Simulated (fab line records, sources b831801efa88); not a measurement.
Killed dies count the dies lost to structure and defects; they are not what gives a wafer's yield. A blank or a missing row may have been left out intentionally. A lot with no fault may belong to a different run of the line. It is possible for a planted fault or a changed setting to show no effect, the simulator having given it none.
What tool caused it? :: flow gf180mcu :: 24 lots with 72 wafers sampled at 6 steps, on a route of 602 steps

== WHAT THE GAUGES SHOWED, per wafer ==
GF_M4_THK_MEAS_06: measures by xrf.
lot: L074
measured: day 23 00:31
on: film-metro-03
M4_ALCU_THK (nm): 460 460 460

lot: L075
measured: day 23 02:22
on: film-metro-02
M4_ALCU_THK (nm): 456 463 457

lot: L076
measured: day 23 14:43
on: film-metro-04
M4_ALCU_THK (nm): 459 455 455

lot: L077
measured: day 24 00:55
on: film-metro-02
M4_ALCU_THK (nm): 456 460 451

lot: L078
measured: day 24 02:49
on: film-metro-03
M4_ALCU_THK (nm): 457 454 449

lot: L079
measured: day 24 05:46
on: film-metro-02
M4_ALCU_THK (nm): 461 467 458

lot: L080
measured: day 24 16:53
on: film-metro-04
M4_ALCU_THK (nm): 457 462 461

lot: L081
measured: day 25 07:11
on: film-metro-04
M4_ALCU_THK (nm): 454 459 457

lot: L082
measured: day 25 08:26
on: film-metro-04
M4_ALCU_THK (nm): 453 456 453

lot: L083
measured: day 25 15:28
on: film-metro-02
M4_ALCU_THK (nm): 460 465 456

lot: L084
measured: day 25 17:46
on: film-metro-03
M4_ALCU_THK (nm): 445 452 459

lot: L085
measured: day 26 08:47
on: film-metro-04
M4_ALCU_THK (nm): 463 453 459

lot: L086
measured: day 26 17:00
on: film-metro-03
M4_ALCU_THK (nm): 460 452 464

lot: L088
measured: day 27 00:28
on: film-metro-03
M4_ALCU_THK (nm): 458 464 457

lot: L087
measured: day 27 02:38
on: film-metro-04
M4_ALCU_THK (nm): 453 456 448

lot: L089
measured: day 27 12:51
on: film-metro-04
M4_ALCU_THK (nm): 443 448 451

lot: L090
measured: day 27 21:16
on: film-metro-02
M4_ALCU_THK (nm): 461 456 460

lot: L091
measured: day 28 03:39
on: film-metro-04
M4_ALCU_THK (nm): 450 449 455

lot: L092
measured: day 28 08:52
on: film-metro-03
M4_ALCU_THK (nm): 448 457 450

lot: L093
measured: day 28 18:37
on: film-metro-04
M4_ALCU_THK (nm): 451 455 452

lot: L094
measured: day 29 02:35
on: film-metro-02
M4_ALCU_THK (nm): 461 458 448

lot: L095
measured: day 29 04:29
on: film-metro-04
M4_ALCU_THK (nm): 450 452 446

lot: L096
measured: day 29 08:55
on: film-metro-03
M4_ALCU_THK (nm): 446 456 457

lot: L097
measured: day 29 18:02
on: film-metro-04
M4_ALCU_THK (nm): 464 456 456

== WHAT TOOL EACH LOT RAN ON (gives the tool, then ch and the chambers of the sampled wafers, and finally the start) ==
lot: L074
GF_SALICIDE_RTA_06: rtp-anneal-02 ch 0, day 15 16:14
GF_M1_SPUTTER_01: pvd-sputter-04, day 16 15:50
GF_M2_SPUTTER_02: pvd-sputter-01, day 18 16:46
GF_V2_CVD_23: cvd-w-01 ch 0,1, day 20 20:33
GF_M4_SPUTTER_03: pvd-sputter-03, day 23 00:19

lot: L075
GF_SALICIDE_RTA_06: rtp-anneal-01 ch 0, day 15 18:26
GF_M1_SPUTTER_01: pvd-sputter-04, day 16 18:57
GF_M2_SPUTTER_02: pvd-sputter-01, day 18 20:31
GF_V2_CVD_23: cvd-w-01 ch 0,1, day 20 23:23
GF_M4_SPUTTER_03: pvd-sputter-04, day 23 02:11

lot: L076
GF_SALICIDE_RTA_06: rtp-anneal-02 ch 0, day 16 05:48
GF_M1_SPUTTER_01: pvd-sputter-02, day 17 05:44
GF_M2_SPUTTER_02: pvd-sputter-04, day 19 08:53
GF_V2_CVD_23: cvd-w-02 ch 0,1, day 21 12:17
GF_M4_SPUTTER_03: pvd-sputter-04, day 23 14:32

lot: L077
GF_SALICIDE_RTA_06: rtp-anneal-01 ch 0, day 16 17:04
GF_M1_SPUTTER_01: pvd-sputter-04, day 17 17:07
GF_M2_SPUTTER_02: pvd-sputter-04, day 19 20:46
GF_V2_CVD_23: cvd-w-01 ch 0,1, day 21 23:34
GF_M4_SPUTTER_03: pvd-sputter-04, day 24 00:44

lot: L078
GF_SALICIDE_RTA_06: rtp-anneal-01 ch 0, day 16 17:30
GF_M1_SPUTTER_01: pvd-sputter-02, day 17 18:02
GF_M2_SPUTTER_02: pvd-sputter-01, day 19 22:28
GF_V2_CVD_23: cvd-w-02 ch 0,1, day 22 00:44
GF_M4_SPUTTER_03: pvd-sputter-03, day 24 02:38

lot: L079
GF_SALICIDE_RTA_06: rtp-anneal-01 ch 0, day 16 22:16
GF_M1_SPUTTER_01: pvd-sputter-02, day 17 23:47
GF_M2_SPUTTER_02: pvd-sputter-03, day 20 03:16
GF_V2_CVD_23: cvd-w-01 ch 0,1, day 22 04:23
GF_M4_SPUTTER_03: pvd-sputter-03, day 24 05:35

lot: L080
GF_SALICIDE_RTA_06: rtp-anneal-02 ch 0, day 17 11:09
GF_M1_SPUTTER_01: pvd-sputter-03, day 18 12:50
GF_M2_SPUTTER_02: pvd-sputter-03, day 20 16:04
GF_V2_CVD_23: cvd-w-01 ch 0,1, day 22 16:56
GF_M4_SPUTTER_03: pvd-sputter-01, day 24 16:41

lot: L081
GF_SALICIDE_RTA_06: rtp-anneal-02 ch 0, day 18 00:46
GF_M1_SPUTTER_01: pvd-sputter-02, day 19 03:23
GF_M2_SPUTTER_02: pvd-sputter-03, day 21 06:00
GF_V2_CVD_23: cvd-w-02 ch 0,1, day 23 07:07
GF_M4_SPUTTER_03: pvd-sputter-03, day 25 07:01

lot: L082
GF_SALICIDE_RTA_06: rtp-anneal-02 ch 0, day 18 02:18
GF_M1_SPUTTER_01: pvd-sputter-04, day 19 04:22
GF_M2_SPUTTER_02: pvd-sputter-03, day 21 08:00
GF_V2_CVD_23: cvd-w-02 ch 0,1, day 23 08:31
GF_M4_SPUTTER_03: pvd-sputter-01, day 25 08:14

lot: L083
GF_SALICIDE_RTA_06: rtp-anneal-02 ch 0, day 18 11:41
GF_M1_SPUTTER_01: pvd-sputter-03, day 19 14:22
GF_M2_SPUTTER_02: pvd-sputter-03, day 21 16:39
GF_V2_CVD_23: cvd-w-02 ch 0,1, day 23 15:49
GF_M4_SPUTTER_03: pvd-sputter-01, day 25 15:17

lot: L084
GF_SALICIDE_RTA_06: rtp-anneal-02 ch 0, day 18 12:25
GF_M1_SPUTTER_01: pvd-sputter-03, day 19 15:44
GF_M2_SPUTTER_02: pvd-sputter-03, day 21 19:25
GF_V2_CVD_23: cvd-w-02 ch 0,1, day 23 18:59
GF_M4_SPUTTER_03: pvd-sputter-04, day 25 17:35

lot: L085
GF_SALICIDE_RTA_06: rtp-anneal-01 ch 0, day 19 05:34
GF_M1_SPUTTER_01: pvd-sputter-04, day 20 07:58
GF_M2_SPUTTER_02: pvd-sputter-03, day 22 11:32
GF_V2_CVD_23: cvd-w-01 ch 1, day 24 10:05
GF_M4_SPUTTER_03: pvd-sputter-01, day 26 08:35

lot: L086
GF_SALICIDE_RTA_06: rtp-anneal-02 ch 0, day 19 15:43
GF_M1_SPUTTER_01: pvd-sputter-03, day 20 18:11
GF_M2_SPUTTER_02: pvd-sputter-04, day 22 20:39
GF_V2_CVD_23: cvd-w-02 ch 1, day 24 19:53
GF_M4_SPUTTER_03: pvd-sputter-04, day 26 16:49

lot: L088
GF_SALICIDE_RTA_06: rtp-anneal-01 ch 0, day 20 02:21
GF_M1_SPUTTER_01: pvd-sputter-03, day 21 04:19
GF_M2_SPUTTER_02: pvd-sputter-03, day 23 04:58
GF_V2_CVD_23: cvd-w-02 ch 0,1, day 25 03:07
GF_M4_SPUTTER_03: pvd-sputter-01, day 27 00:17

lot: L087
GF_SALICIDE_RTA_06: rtp-anneal-02 ch 0, day 20 02:38
GF_M1_SPUTTER_01: pvd-sputter-04, day 21 04:55
GF_M2_SPUTTER_02: pvd-sputter-01, day 23 07:25
GF_V2_CVD_23: cvd-w-01 ch 0,1, day 25 05:53
GF_M4_SPUTTER_03: pvd-sputter-04, day 27 02:27

lot: L089
GF_SALICIDE_RTA_06: rtp-anneal-01 ch 0, day 20 16:03
GF_M1_SPUTTER_01: pvd-sputter-04, day 21 17:40
GF_M2_SPUTTER_02: pvd-sputter-03, day 23 18:19
GF_V2_CVD_23: cvd-w-02 ch 0,1, day 25 16:10
GF_M4_SPUTTER_03: pvd-sputter-04, day 27 12:40

lot: L090
GF_SALICIDE_RTA_06: rtp-anneal-01 ch 0, day 20 23:42
GF_M1_SPUTTER_01: pvd-sputter-04, day 22 02:07
GF_M2_SPUTTER_02: pvd-sputter-04, day 24 02:43
GF_V2_CVD_23: cvd-w-01 ch 0,1, day 26 00:16
GF_M4_SPUTTER_03: pvd-sputter-03, day 27 21:05

lot: L091
GF_SALICIDE_RTA_06: rtp-anneal-02 ch 0, day 21 10:43
GF_M1_SPUTTER_01: pvd-sputter-02, day 22 12:13
GF_M2_SPUTTER_02: pvd-sputter-03, day 24 11:28
GF_V2_CVD_23: cvd-w-02 ch 0,1, day 26 07:58
GF_M4_SPUTTER_03: pvd-sputter-04, day 28 03:26

lot: L092
GF_SALICIDE_RTA_06: rtp-anneal-02 ch 0, day 21 15:02
GF_M1_SPUTTER_01: pvd-sputter-03, day 22 16:41
GF_M2_SPUTTER_02: pvd-sputter-04, day 24 16:01
GF_V2_CVD_23: cvd-w-02 ch 0,1, day 26 12:17
GF_M4_SPUTTER_03: pvd-sputter-03, day 28 08:41

lot: L093
GF_SALICIDE_RTA_06: rtp-anneal-02 ch 0, day 22 04:30
GF_M1_SPUTTER_01: pvd-sputter-02, day 23 05:14
GF_M2_SPUTTER_02: pvd-sputter-04, day 25 03:40
GF_V2_CVD_23: cvd-w-02 ch 0,1, day 26 23:16
GF_M4_SPUTTER_03: pvd-sputter-03, day 28 18:26

lot: L094
GF_SALICIDE_RTA_06: rtp-anneal-02 ch 0, day 22 12:00
GF_M1_SPUTTER_01: pvd-sputter-04, day 23 13:10
GF_M2_SPUTTER_02: pvd-sputter-04, day 25 11:33
GF_V2_CVD_23: cvd-w-02 ch 0,1, day 27 07:16
GF_M4_SPUTTER_03: pvd-sputter-01, day 29 02:23

lot: L095
GF_SALICIDE_RTA_06: rtp-anneal-02 ch 0, day 22 12:16
GF_M1_SPUTTER_01: pvd-sputter-02, day 23 13:31
GF_M2_SPUTTER_02: pvd-sputter-04, day 25 12:43
GF_V2_CVD_23: cvd-w-01 ch 0,1, day 27 08:29
GF_M4_SPUTTER_03: pvd-sputter-04, day 29 04:19

lot: L096
GF_SALICIDE_RTA_06: rtp-anneal-02 ch 0, day 22 19:32
GF_M1_SPUTTER_01: pvd-sputter-04, day 23 20:32
GF_M2_SPUTTER_02: pvd-sputter-01, day 25 18:46
GF_V2_CVD_23: cvd-w-01 ch 0,1, day 27 14:50
GF_M4_SPUTTER_03: pvd-sputter-03, day 29 08:44

lot: L097
GF_SALICIDE_RTA_06: rtp-anneal-02 ch 0, day 23 05:50
GF_M1_SPUTTER_01: pvd-sputter-04, day 24 06:10
GF_M2_SPUTTER_02: pvd-sputter-01, day 26 03:38
GF_V2_CVD_23: cvd-w-01 ch 0,1, day 27 22:38
GF_M4_SPUTTER_03: pvd-sputter-01, day 29 17:50
- GF_SALICIDE_RTA_06: time 30 s.
- GF_M1_SPUTTER_01: material TiN, target thk 30 nm, time 25 s.
- GF_M2_SPUTTER_02: material AlCu, target thk 450 nm, time 23.9 s.
- GF_V2_CVD_23: deposits W, target thk 350 nm, time 104.94 s.
- GF_M4_SPUTTER_03: material Ti, target thk 10 nm, time 6.7 s.

== AS READ BY THE TOOLS THEMSELVES (means over the sampled wafers that have a number; for cases with no such wafer, the mark the record gives instead) ==
GF_SALICIDE_RTA_06.
lot: L074
tool: rtp-anneal-02
lamp-power-pct (%): 7.4
wafer_temp_C_max: 532.3

lot: L075
tool: rtp-anneal-01
lamp-power-pct (%): 6.2
wafer_temp_C_max: 532.7

lot: L076
tool: rtp-anneal-02
lamp-power-pct (%): 7.4
wafer_temp_C_max: 532.3

lot: L077
tool: rtp-anneal-01
lamp-power-pct (%): 6.2
wafer_temp_C_max: 532.6

lot: L078
tool: rtp-anneal-01
lamp-power-pct (%): 6.2
wafer_temp_C_max: 532.8

lot: L079
tool: rtp-anneal-01
lamp-power-pct (%): 6.2
wafer_temp_C_max: 532.9

lot: L080
tool: rtp-anneal-02
lamp-power-pct (%): 7.4
wafer_temp_C_max: 532.2

lot: L081
tool: rtp-anneal-02
lamp-power-pct (%): 7.4
wafer_temp_C_max: 532.3

lot: L082
tool: rtp-anneal-02
lamp-power-pct (%): 7.4
wafer_temp_C_max: 532.7

lot: L083
tool: rtp-anneal-02
lamp-power-pct (%): 7.4
wafer_temp_C_max: 532.4

lot: L084
tool: rtp-anneal-02
lamp-power-pct (%): 7.4
wafer_temp_C_max: 532.2

lot: L085
tool: rtp-anneal-01
lamp-power-pct (%): 6.2
wafer_temp_C_max: 533.0

lot: L086
tool: rtp-anneal-02
lamp-power-pct (%): 7.4
wafer_temp_C_max: 532.8

lot: L088
tool: rtp-anneal-01
lamp-power-pct (%): 6.2
wafer_temp_C_max: 533.1

lot: L087
tool: rtp-anneal-02
lamp-power-pct (%): 7.4
wafer_temp_C_max: 532.2

lot: L089
tool: rtp-anneal-01
lamp-power-pct (%): 6.2
wafer_temp_C_max: 533.4

lot: L090
tool: rtp-anneal-01
lamp-power-pct (%): 6.2
wafer_temp_C_max: 532.4

lot: L091
tool: rtp-anneal-02
lamp-power-pct (%): 7.4
wafer_temp_C_max: 532.4

lot: L092
tool: rtp-anneal-02
lamp-power-pct (%): 7.4
wafer_temp_C_max: 532.7

lot: L093
tool: rtp-anneal-02
lamp-power-pct (%): 7.4
wafer_temp_C_max: 533.0

lot: L094
tool: rtp-anneal-02
lamp-power-pct (%): 7.4
wafer_temp_C_max: 532.1

lot: L095
tool: rtp-anneal-02
lamp-power-pct (%): 7.4
wafer_temp_C_max: 532.0

lot: L096
tool: rtp-anneal-02
lamp-power-pct (%): 7.4
wafer_temp_C_max: 532.7

lot: L097
tool: rtp-anneal-02
lamp-power-pct (%): 7.4
wafer_temp_C_max: 532.3

GF_M1_SPUTTER_01.
lot: L074
tool: pvd-sputter-04
chamber-pressure-pa (Pa): 0.3992
throttle-valve-pct (%): 28.9

lot: L075
tool: pvd-sputter-04
chamber-pressure-pa (Pa): 0.3999
throttle-valve-pct (%): 29.9

lot: L076
tool: pvd-sputter-02
chamber-pressure-pa (Pa): 0.4003
throttle-valve-pct (%): 30.6

lot: L077
tool: pvd-sputter-04
chamber-pressure-pa (Pa): 0.3994
throttle-valve-pct (%): 29.1

lot: L078
tool: pvd-sputter-02
chamber-pressure-pa (Pa): 0.3992
throttle-valve-pct (%): 31.0

lot: L079
tool: pvd-sputter-02
chamber-pressure-pa (Pa): 0.4005
throttle-valve-pct (%): 30.8

lot: L080
tool: pvd-sputter-03
chamber-pressure-pa (Pa): 0.4000
throttle-valve-pct (%): 30.0

lot: L081
tool: pvd-sputter-02
chamber-pressure-pa (Pa): 0.4005
throttle-valve-pct (%): 30.7

lot: L082
tool: pvd-sputter-04
chamber-pressure-pa (Pa): 0.3996
throttle-valve-pct (%): 29.1

lot: L083
tool: pvd-sputter-03
chamber-pressure-pa (Pa): 0.4001
throttle-valve-pct (%): 29.7

lot: L084
tool: pvd-sputter-03
chamber-pressure-pa (Pa): 0.3996
throttle-valve-pct (%): 29.7

lot: L085
tool: pvd-sputter-04
chamber-pressure-pa (Pa): 0.4002
throttle-valve-pct (%): 29.3

lot: L086
tool: pvd-sputter-03
chamber-pressure-pa (Pa): 0.4000
throttle-valve-pct (%): 29.5

lot: L088
tool: pvd-sputter-03
chamber-pressure-pa (Pa): 0.3998
throttle-valve-pct (%): 30.0

lot: L087
tool: pvd-sputter-04
chamber-pressure-pa (Pa): 0.4002
throttle-valve-pct (%): 29.9

lot: L089
tool: pvd-sputter-04
chamber-pressure-pa (Pa): 0.4000
throttle-valve-pct (%): 28.9

lot: L090
tool: pvd-sputter-04
chamber-pressure-pa (Pa): 0.4005
throttle-valve-pct (%): 30.6

lot: L091
tool: pvd-sputter-02
chamber-pressure-pa (Pa): 0.4001
throttle-valve-pct (%): 31.0

lot: L092
tool: pvd-sputter-03
chamber-pressure-pa (Pa): 0.4006
throttle-valve-pct (%): 30.0

lot: L093
tool: pvd-sputter-02
chamber-pressure-pa (Pa): 0.4006
throttle-valve-pct (%): 30.1

lot: L094
tool: pvd-sputter-04
chamber-pressure-pa (Pa): 0.3996
throttle-valve-pct (%): 29.5

lot: L095
tool: pvd-sputter-02
chamber-pressure-pa (Pa): 0.4000
throttle-valve-pct (%): 31.1

lot: L096
tool: pvd-sputter-04
chamber-pressure-pa (Pa): 0.3998
throttle-valve-pct (%): 29.1

lot: L097
tool: pvd-sputter-04
chamber-pressure-pa (Pa): 0.4005
throttle-valve-pct (%): 28.5

GF_M2_SPUTTER_02.
lot: L074
tool: pvd-sputter-01
chamber-pressure-pa (Pa): 0.3997
throttle-valve-pct (%): 30.0

lot: L075
tool: pvd-sputter-01
chamber-pressure-pa (Pa): 0.3997
throttle-valve-pct (%): 30.1

lot: L076
tool: pvd-sputter-04
chamber-pressure-pa (Pa): 0.3998
throttle-valve-pct (%): 28.0

lot: L077
tool: pvd-sputter-04
chamber-pressure-pa (Pa): 0.4001
throttle-valve-pct (%): 29.8

lot: L078
tool: pvd-sputter-01
chamber-pressure-pa (Pa): 0.3998
throttle-valve-pct (%): 30.5

lot: L079
tool: pvd-sputter-03
chamber-pressure-pa (Pa): 0.4003
throttle-valve-pct (%): 29.4

lot: L080
tool: pvd-sputter-03
chamber-pressure-pa (Pa): 0.3993
throttle-valve-pct (%): 29.5

lot: L081
tool: pvd-sputter-03
chamber-pressure-pa (Pa): 0.4010
throttle-valve-pct (%): 29.4

lot: L082
tool: pvd-sputter-03
chamber-pressure-pa (Pa): 0.3996
throttle-valve-pct (%): 29.4

lot: L083
tool: pvd-sputter-03
chamber-pressure-pa (Pa): 0.4010
throttle-valve-pct (%): 30.0

lot: L084
tool: pvd-sputter-03
chamber-pressure-pa (Pa): 0.4002
throttle-valve-pct (%): 29.7

lot: L085
tool: pvd-sputter-03
chamber-pressure-pa (Pa): 0.4001
throttle-valve-pct (%): 30.0

lot: L086
tool: pvd-sputter-04
chamber-pressure-pa (Pa): 0.3994
throttle-valve-pct (%): 28.9

lot: L088
tool: pvd-sputter-03
chamber-pressure-pa (Pa): 0.4002
throttle-valve-pct (%): 29.4

lot: L087
tool: pvd-sputter-01
chamber-pressure-pa (Pa): 0.4002
throttle-valve-pct (%): 30.2

lot: L089
tool: pvd-sputter-03
chamber-pressure-pa (Pa): 0.4004
throttle-valve-pct (%): 29.3

lot: L090
tool: pvd-sputter-04
chamber-pressure-pa (Pa): 0.4002
throttle-valve-pct (%): 29.6

lot: L091
tool: pvd-sputter-03
chamber-pressure-pa (Pa): 0.3998
throttle-valve-pct (%): 29.7

lot: L092
tool: pvd-sputter-04
chamber-pressure-pa (Pa): 0.3993
throttle-valve-pct (%): 30.5

lot: L093
tool: pvd-sputter-04
chamber-pressure-pa (Pa): 0.4001
throttle-valve-pct (%): 29.8

lot: L094
tool: pvd-sputter-04
chamber-pressure-pa (Pa): 0.4002
throttle-valve-pct (%): 29.3

lot: L095
tool: pvd-sputter-04
chamber-pressure-pa (Pa): 0.4005
throttle-valve-pct (%): 29.5

lot: L096
tool: pvd-sputter-01
chamber-pressure-pa (Pa): 0.4001
throttle-valve-pct (%): 30.2

lot: L097
tool: pvd-sputter-01
chamber-pressure-pa (Pa): 0.4000
throttle-valve-pct (%): 30.4

GF_V2_CVD_23.
lot: L074
tool: cvd-w-01
heater-power-w (W): 826
susceptor-temp-C (C): 400.11

lot: L075
tool: cvd-w-01
heater-power-w (W): 823
susceptor-temp-C (C): 400.23

lot: L076
tool: cvd-w-02
heater-power-w (W): 854
susceptor-temp-C (C): 400.14

lot: L077
tool: cvd-w-01
heater-power-w (W): 833
susceptor-temp-C (C): 400.27

lot: L078
tool: cvd-w-02
heater-power-w (W): 854
susceptor-temp-C (C): 400.13

lot: L079
tool: cvd-w-01
heater-power-w (W): 822
susceptor-temp-C (C): 399.93

lot: L080
tool: cvd-w-01
heater-power-w (W): 829
susceptor-temp-C (C): 400.07

lot: L081
tool: cvd-w-02
heater-power-w (W): 865
susceptor-temp-C (C): 400.05

lot: L082
tool: cvd-w-02
heater-power-w (W): 844
susceptor-temp-C (C): 399.72

lot: L083
tool: cvd-w-02
heater-power-w (W): 860
susceptor-temp-C (C): 400.11

lot: L084
tool: cvd-w-02
heater-power-w (W): 869
susceptor-temp-C (C): 400.04

lot: L085
tool: cvd-w-01
heater-power-w (W): 817
susceptor-temp-C (C): 400.04

lot: L086
tool: cvd-w-02
heater-power-w (W): 833
susceptor-temp-C (C): 400.24

lot: L088
tool: cvd-w-02
heater-power-w (W): 848
susceptor-temp-C (C): 399.84

lot: L087
tool: cvd-w-01
heater-power-w (W): 834
susceptor-temp-C (C): 400.37

lot: L089
tool: cvd-w-02
heater-power-w (W): 854
susceptor-temp-C (C): 400.10

lot: L090
tool: cvd-w-01
heater-power-w (W): 818
susceptor-temp-C (C): 399.95

lot: L091
tool: cvd-w-02
heater-power-w (W): 869
susceptor-temp-C (C): 400.04

lot: L092
tool: cvd-w-02
heater-power-w (W): 856
susceptor-temp-C (C): 400.13

lot: L093
tool: cvd-w-02
heater-power-w (W): 856
susceptor-temp-C (C): 399.91

lot: L094
tool: cvd-w-02
heater-power-w (W): 873
susceptor-temp-C (C): 399.93

lot: L095
tool: cvd-w-01
heater-power-w (W): 835
susceptor-temp-C (C): 399.94

lot: L096
tool: cvd-w-01
heater-power-w (W): 841
susceptor-temp-C (C): 400.05

lot: L097
tool: cvd-w-01
heater-power-w (W): 836
susceptor-temp-C (C): 399.97

GF_M4_SPUTTER_03.
lot: L074
tool: pvd-sputter-03
chamber-pressure-pa (Pa): 0.3001
throttle-valve-pct (%): 29.6

lot: L075
tool: pvd-sputter-04
chamber-pressure-pa (Pa): 0.3000
throttle-valve-pct (%): 29.9

lot: L076
tool: pvd-sputter-04
chamber-pressure-pa (Pa): 0.3008
throttle-valve-pct (%): 28.6

lot: L077
tool: pvd-sputter-04
chamber-pressure-pa (Pa): 0.2999
throttle-valve-pct (%): 29.1

lot: L078
tool: pvd-sputter-03
chamber-pressure-pa (Pa): 0.3001
throttle-valve-pct (%): 30.1

lot: L079
tool: pvd-sputter-03
chamber-pressure-pa (Pa): 0.3003
throttle-valve-pct (%): 29.8

lot: L080
tool: pvd-sputter-01
chamber-pressure-pa (Pa): 0.2996
throttle-valve-pct (%): 30.4

lot: L081
tool: pvd-sputter-03
chamber-pressure-pa (Pa): 0.3004
throttle-valve-pct (%): 29.5

lot: L082
tool: pvd-sputter-01
chamber-pressure-pa (Pa): 0.2995
throttle-valve-pct (%): 30.4

lot: L083
tool: pvd-sputter-01
chamber-pressure-pa (Pa): 0.3005
throttle-valve-pct (%): 30.3

lot: L084
tool: pvd-sputter-04
chamber-pressure-pa (Pa): 0.3001
throttle-valve-pct (%): 29.0

lot: L085
tool: pvd-sputter-01
chamber-pressure-pa (Pa): 0.2993
throttle-valve-pct (%): 29.9

lot: L086
tool: pvd-sputter-04
chamber-pressure-pa (Pa): 0.3000
throttle-valve-pct (%): 30.0

lot: L088
tool: pvd-sputter-01
chamber-pressure-pa (Pa): 0.3006
throttle-valve-pct (%): 30.3

lot: L087
tool: pvd-sputter-04
chamber-pressure-pa (Pa): 0.2995
throttle-valve-pct (%): 29.0

lot: L089
tool: pvd-sputter-04
chamber-pressure-pa (Pa): 0.3001
throttle-valve-pct (%): 29.2

lot: L090
tool: pvd-sputter-03
chamber-pressure-pa (Pa): 0.3000
throttle-valve-pct (%): 29.5

lot: L091
tool: pvd-sputter-04
chamber-pressure-pa (Pa): 0.2995
throttle-valve-pct (%): 29.8

lot: L092
tool: pvd-sputter-03
chamber-pressure-pa (Pa): 0.3000
throttle-valve-pct (%): 29.5

lot: L093
tool: pvd-sputter-03
chamber-pressure-pa (Pa): 0.3003
throttle-valve-pct (%): 29.5

lot: L094
tool: pvd-sputter-01
chamber-pressure-pa (Pa): 0.3001
throttle-valve-pct (%): 30.3

lot: L095
tool: pvd-sputter-04
chamber-pressure-pa (Pa): 0.3001
throttle-valve-pct (%): 29.3

lot: L096
tool: pvd-sputter-03
chamber-pressure-pa (Pa): 0.3003
throttle-valve-pct (%): 29.9

lot: L097
tool: pvd-sputter-01
chamber-pressure-pa (Pa): 0.3001
throttle-valve-pct (%): 30.4

== THE ANSWER, worked out from the rows above alone ==
Rule: usual is defined by the lots themselves. Put in order of their means at a reading, lots are off if they are a third of the lots or fewer, leave a main group of 4 or more, and stand apart from it by a gap of 3 or more times the standard deviation of the main group's means; of several such gaps the widest counts. If all means in a main group match to the digits the tables above print for the reading, that group is not used. Also off: a lot with no number at a reading for which 4 or more lots have one. Where the step has rows for the other lots, those lots are counted as sound. The gauges are gone through in route order, then the tools' own readings, and for those a lot's mean is taken as printed above. The first step at which some lot is off is used, and at that step the reading that is off furthest; a lot without a number counts as furthest.
No lot is off on any of the readings shown, so nothing can be concluded from this.

== WHAT WAS PUT IN BY THE SIMULATOR ==
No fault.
